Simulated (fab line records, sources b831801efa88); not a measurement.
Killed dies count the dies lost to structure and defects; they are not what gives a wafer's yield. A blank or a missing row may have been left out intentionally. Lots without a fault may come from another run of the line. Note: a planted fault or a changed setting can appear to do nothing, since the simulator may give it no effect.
Which of the tools did it? -- flow sky130 -- Sampling: 10 lots, 30 wafers, 5 of 708 route steps

WHAT THE GAUGES SHOWED, per wafer
SKY_VIA2_THK_MEAS_01.
lot,measured,on,VIA2_HDPCVD_THK (nm)
L523,day 35 07:23,film metro-04,1211 1201 1228
L524,day 35 18:17,film metro-02,1161 1171 1165
L526,day 36 10:32,film metro-04,1182 1155 1158
L529,day 37 14:38,film metro-02,1180 1169 1181
L530,day 37 17:28,film metro-03,1176 1176 1164
L536,day 39 04:21,film metro-02,1203 1198 1410 1203 1199 1409
L542,day 41 06:41,film metro-03,1178 1170 1195
L543,day 41 10:50,film metro-02,1192 1200 1198
L544,day 41 16:02,film metro-04,1174 1218 1180
L545,day 41 22:21,film metro-04,1181 1209 1205

SKY_VIA2_RS_MEAS_22: measurement is done with a four-point probe.
lot,measured,on,VIA2_W_RS (ohm/sq)
L523,day 36 11:11,film metro-02,0.273 0.273 0.263
L524,day 36 21:59,film metro-04,0.263 0.274 0.265
L526,day 37 14:13,film metro-03,0.280 0.274 0.274
L529,day 38 17:37,film metro-03,0.272 0.273 0.273
L530,day 38 20:40,film metro-04,0.273 0.271 0.270
L536,day 40 07:18,film metro-03,0.262 0.271 0.263
L542,day 42 08:02,film metro-02,0.265 0.275 0.275
L543,day 42 12:15,film metro-03,0.279 0.268 0.278
L544,day 42 17:00,film metro-03,0.267 0.269 0.278
L545,day 42 22:36,film metro-03,0.270 0.276 0.262

TOOL THAT RAN EACH LOT (tool first, then ch and the chambers of the sampled wafers, then the start)
lot,SKY_METAL2_STRIP_20,SKY_VIA2_HDPCVD_00,SKY_VIA2_STRIP_16
L523,"plasma asher-03 ch 0,1, day 35 06:39","hdpcvd-02 ch 1,2, day 35 07:15","plasma asher-03 ch 0,1, day 36 10:23"
L524,"plasma asher-03 ch 0,1, day 35 17:30","hdpcvd-01 ch 0,1,2, day 35 18:08","plasma asher-02 ch 0,1, day 36 21:12"
L526,"plasma asher-01 ch 0,1, day 36 09:50","hdpcvd-02 ch 0,1,2, day 36 10:25","plasma asher-03 ch 0,1, day 37 13:26"
L529,"plasma asher-02 ch 0,1, day 37 13:54","hdpcvd-02 ch 0,1,2, day 37 14:29","plasma asher-02 ch 0,1, day 38 16:49"
L530,"plasma asher-03 ch 0,1, day 37 16:44","hdpcvd-01 ch 0,1,2, day 37 17:20","plasma asher-02 ch 0,1, day 38 19:53"
L536,"plasma asher-03 ch 0,1, day 39 03:35","hdpcvd-01 ch 0,1,2, day 39 04:14","plasma asher-02 ch 0,1, day 40 06:31"
L542,"plasma asher-02 ch 0,1, day 41 05:58","hdpcvd-02 ch 1,2, day 41 06:34","plasma asher-03 ch 1, day 42 07:14"
L543,"plasma asher-02 ch 0,1, day 41 10:08","hdpcvd-02 ch 0,1,2, day 41 10:41","plasma asher-02 ch 0,1, day 42 11:25"
L544,"plasma asher-03 ch 0,1, day 41 14:59","hdpcvd-02 ch 0,1,2, day 41 15:56","plasma asher-02 ch 0,1, day 42 16:09"
L545,"plasma asher-03 ch 0,1, day 41 21:37","hdpcvd-02 ch 0,1, day 41 22:13","plasma asher-03 ch 0,1, day 42 21:43"
- SKY_METAL2_STRIP_20: strips in O2/N2.
- SKY_VIA2_HDPCVD_00: deposits SiO2, target thk 1180 nm, time 196.7 s.
- SKY_VIA2_STRIP_16: strips in O2/N2.

WHAT THE TOOLS THEMSELVES READ (means of the sampled wafers that have a number; where no wafer has one, the mark that the record gives instead)
SKY_METAL2_STRIP_20.
lot,tool,drypump motor current A (A),n2 flow sccm (sccm),o2 flow sccm (sccm),oes product au (a.u.),strip time to endpoint s (s)
L523,plasma asher-03,6.2,299.4,3000,0.346,2.75
L524,plasma asher-03,6.2,299.6,3012,0.341,2.69
L526,plasma asher-01,5.4,300.3,2991,0.340,2.72
L529,plasma asher-02,5.5,300.6,3002,0.348,2.73
L530,plasma asher-03,6.2,300.0,3002,0.343,2.70
L536,plasma asher-03,6.2,300.5,2997,0.341,2.70
L542,plasma asher-02,5.8,299.3,3004,0.337,2.65
L543,plasma asher-02,5.8,300.1,3003,0.345,2.71
L544,plasma asher-03,6.2,300.9,2996,0.339,2.68
L545,plasma asher-03,6.2,300.1,2997,0.341,2.66

SKY_VIA2_HDPCVD_00.
lot,tool,run length s (s)
L523,hdpcvd-02,223.8
L524,hdpcvd-01,224.7
L526,hdpcvd-02,224.0
L529,hdpcvd-02,224.0
L530,hdpcvd-01,224.3
L536,hdpcvd-01,236.0
L542,hdpcvd-02,224.0
L543,hdpcvd-02,223.9
L544,hdpcvd-02,224.2
L545,hdpcvd-02,223.8

SKY_VIA2_STRIP_16.
lot,tool,drypump motor current A (A),n2 flow sccm (sccm),o2 flow sccm (sccm),oes product au (a.u.),strip time to endpoint s (s)
L523,plasma asher-03,6.1,300.6,2999,0.399,4.09
L524,plasma asher-02,5.5,299.7,3007,0.392,4.03
L526,plasma asher-03,6.2,299.1,2999,0.398,4.05
L529,plasma asher-02,5.8,299.7,2993,0.398,4.03
L530,plasma asher-02,5.5,299.9,2996,0.395,4.07
L536,plasma asher-02,5.8,300.1,2994,0.403,4.08
L542,plasma asher-03,6.2,299.9,3000,0.402,4.07
L543,plasma asher-02,5.8,300.4,3005,0.400,4.06
L544,plasma asher-02,5.5,300.1,3005,0.397,4.03
L545,plasma asher-03,6.2,300.2,3002,0.397,4.05

THE ANSWER, worked out from the rows above alone
Rule: what is usual is taken from the lots themselves. The widest of any qualifying gaps counts: lots, ordered by their means at a reading, are off when they make up no more than a third of the lots, leave a main group of 4 or more, and stand apart from it by 3 or more times the standard deviation of that group's means. If all means in a main group match to the digits the tables above print for the reading, that group is not used. A lot without any number at a reading at which 4 lots or more have one is off too. All remaining lots with rows at the step are treated as sound. First the gauges in route order, then the tools' own readings, where a lot's mean is used as printed above. The first step at which some lot is off is used, and at that step the reading that is off furthest; a lot without a number counts as furthest.
Off: at SKY_VIA2_THK_MEAS_01 (VIA2_HDPCVD_THK), L536. Main group: mean 1184 nm, sd 16.
If a tool, at a process step before that reading, ran all the lots that are off and no sound lot after the first of them, it fits. Not tried: the gauges at SKY_VIA2_THK_MEAS_01; whatever is off there is also off at SKY_VIA2_HDPCVD_00, on other tools, and gauge error can't account for it. One fits: hdpcvd-01 at SKY_VIA2_HDPCVD_00. A fault onset in the window from L530 (day 37 17:20, its last sound lot) to L536 (day 39 04:14, its first lot off) fits.
The tool's own readings at SKY_VIA2_HDPCVD_00 bear it out: on the lots that are off they differ by more than 5 times the standard deviation of the sound lots' means. run length s reads 236.0 s there against 224.1 s on the sound lots.

WHAT HAD BEEN PUT IN BY THE SIMULATOR
hdpcvd-01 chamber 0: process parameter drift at SKY_VIA2_HDPCVD_00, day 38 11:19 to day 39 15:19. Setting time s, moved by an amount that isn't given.
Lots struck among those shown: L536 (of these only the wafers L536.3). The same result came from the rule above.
